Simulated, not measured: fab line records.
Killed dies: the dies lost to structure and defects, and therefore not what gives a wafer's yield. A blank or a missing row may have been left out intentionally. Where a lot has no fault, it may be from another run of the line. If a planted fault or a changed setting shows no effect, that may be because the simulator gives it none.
Comparing a struck lot with a sound one	flow sky130	15 steps out of a route of 708
Sound: the wafers L389.2, L389.3, L389.5. Wafers L401.2, L401.3, L401.6 were the ones struck. The cause comes at the end.
Each step with rows lists, per side, the tool, then ch with its chambers, then its first start. Under that, the readings that differ: sound wafers	struck wafers	difference of the means	sigmas: that difference in standard deviations of wafers without a fault.
alike: readings whose means differ by less than 2 such deviations, and words and numbers that are the same on both sides. not compared: withheld readings, readings that some wafer has no value for, bounds like >300 that may hide the same value, and numbers for which the record gives no deviation and whose values overlap.
A row with sigmas, a row that says differs or no value, or rows on one side alone: a step with any of these is where the two part. Non-overlapping numbers with no deviation appear without sigmas and do not part them. Lack of a reading on every wafer of one side parts them only where that side has two or more wafers.

first, 3 steps without rows for these wafers: SKY_METAL2_EXPOSE_12 (exposes mask MM2, target cd 140 nm); SKY_METAL2_PEB_13; SKY_METAL2_DEVELOP_14 (develop time 60 s).
SKY_METAL2_CD_MEAS_15: target cd 140 nm.
  struck on cdSem-01, day 39 06:00; sound on cdSem-02, day 35 12:02
  alike: cdNm
SKY_METAL2_OVL_MEAS_16:
  struck on overlay-01, day 39 06:06; sound on overlay-01, day 35 12:08
  alike: METAL2_OVL
SKY_METAL2_DESCUM_17: chemistry O2, time 8 s.
  sound on rieMetal-03 ch 0,1, day 35 12:10; struck on rieMetal-01 ch 0, day 39 06:08
  alike: drypumpMotorCurrentA, oesProductAu
  not compared: rfHoursCounterH
SKY_METAL2_ETCH_18: etches BARC in N2/H2, stops on SiO2, time 45.9 s, target depth 60 nm.
  sound on rieMetal-03 ch 0,1, day 35 12:12; struck on rieMetal-01 ch 0, day 39 06:10
  alike: drypumpMotorCurrentA, oesProductAu, throttleValvePct
  not compared: rfHoursCounterH
SKY_METAL2_METAL_ETCH_19: etches the open film in Cl2/BCl3, stops on SiO2, target depth 360 nm, time 78 s.
  sound on rieMetal-03 ch 0,1, day 35 12:16; struck on rieMetal-01 ch 0, day 39 06:14
  alike: drypumpMotorCurrentA, oesProductAu, throttleValvePct
  not compared: rfHoursCounterH
SKY_METAL2_STRIP_20: strips in O2/N2.
  sound on plasmaAsher-01 ch 0, day 35 12:22; struck on plasmaAsher-01 ch 0,1, day 39 06:19
  alike: drypumpMotorCurrentA, oesProductAu, stripTimeToEndpointS
  not compared: rfHoursCounterH
then, 3 steps without rows for these wafers: SKY_METAL2_STRIP_21 (strips in post etch residue remover, time 1200 s); SKY_METAL2_CLEAN_22 (cleans in IPA, time 180 s); SKY_METAL2_CLEAN_23 (cleans in O3/DIW).
SKY_VIA2_HDPCVD_00: deposits SiO2, target thk 1180 nm, time 196.7 s.
  sound on hdpcvd-01 ch 0,1,2, day 35 12:57; struck on hdpcvd-01 ch 1,2, day 39 06:55
reading	sound	struck	difference	sigmas
sih4FlowSccm (sccm)	59.86 59.66 59.84	90.01 90.10 90.08	+30.28	+99 or more
model.SiO2_of_VIA2_HDPCVD_00.thkNm (nm)	1162 1152 1174	1767 1763 1761	+601	
  alike: susceptorTempC
SKY_VIA2_THK_MEAS_01:
  struck on filmMetro-01, day 39 07:03; sound on filmMetro-04, day 35 13:05
reading	sound	struck	difference	sigmas
VIA2_HDPCVD_THK (nm)	1162 1151 1174	1768 1762 1761	+601	+50
SKY_VIA2_CMP_02: polishes SiO2.
  sound on cmp-01 ch 0,1,3, day 35 13:08; struck on cmp-01 ch 0,1,3, day 39 07:09
  alike: headPressurePsi, motorCurrentA

## WHERE THEY PART
Earliest at SKY_VIA2_HDPCVD_00; latest, in this record, at SKY_VIA2_THK_MEAS_01. Later steps at which nothing parts them and some readings are alike: SKY_VIA2_CMP_02.

WHY: the cause the simulator had injected
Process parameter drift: hdpcvd-01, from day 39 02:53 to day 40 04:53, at SKY_VIA2_HDPCVD_00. A move of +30 in setting sih4FlowSccm, from 60. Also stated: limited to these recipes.
